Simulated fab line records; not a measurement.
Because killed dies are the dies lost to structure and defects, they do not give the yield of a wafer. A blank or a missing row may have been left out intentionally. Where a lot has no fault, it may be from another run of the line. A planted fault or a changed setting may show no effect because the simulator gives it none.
Chamber matching ; flow gf180mcu ; cmp-01 running GF_V4_CMP_26: 4 sister chambers
The step polishes, stops on SiO2, t overpolish 15 s, target thk 0 nm. 8 wafers are shown with their chamber, then 9 later ones without.

WAFERS PAIRED WITH THEIR CHAMBERS
wafer;chamber;motor_current_A (A);overpolish_run_s (s)
L296.5;1;11.0;14.995
L298.2;1;11.5;14.978
L306.1;3;11.1;15.011
L306.2;2;11.3;14.983
L306.6;2;11.0;15.006
L310.1;3;11.3;15.007
L310.4;0;10.9;14.996
L310.6;0;10.5;15.008

WAFERS WITHOUT THEIR CHAMBER
wafer;motor_current_A (A);overpolish_run_s (s)
L312.1;10.8;15.006
L312.3;11.4;15.004
L312.5;10.8;14.992
L313.3;11.6;14.988
L313.4;11.4;15.005
L313.6;10.9;14.995
L318.3;11.4;14.994
L318.4;11.5;14.993
L318.5;11.1;15.001

THE CHAMBER EACH PASSED THROUGH
wafer;from the rows above;in truth
L312.1;can't be placed: 0 or 3 or 2 or 1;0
L312.3;can't be placed: 3 or 2 or 1 or 0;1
L312.5;can't be placed: 0 or 2 or 1 or 3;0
L313.3;can't be placed: 1 or 2 or 3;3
L313.4;can't be placed: 3 or 2 or 1 or 0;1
L313.6;can't be placed: 2 or 0 or 1 or 3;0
L318.3;can't be placed: 1 or 2 or 3 or 0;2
L318.4;can't be placed: 1 or 2 or 3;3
L318.5;can't be placed: 2 or 3 or 1 or 0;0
Correct placement for 0 of the 9. Can't be placed from these rows: 9 (the true chamber is among the candidates in 9). Wrongly placed: 0.
How it was worked out, from the rows above alone: a wafer's distance from a chamber is the root of the sum, over the readings, of the square of ((its reading less the chamber's mean) divided by the reading's scatter). If the next closest chamber is less than 2 further off than the closest, the wafer can't be placed; otherwise it belongs to the closest. For every chamber, the mean is computed from those of its wafers that are shown. The scatter is the square root of a quotient: the sum, over the shown wafers, of each reading's squared deviation from its chamber's mean, divided by wafers minus chambers.
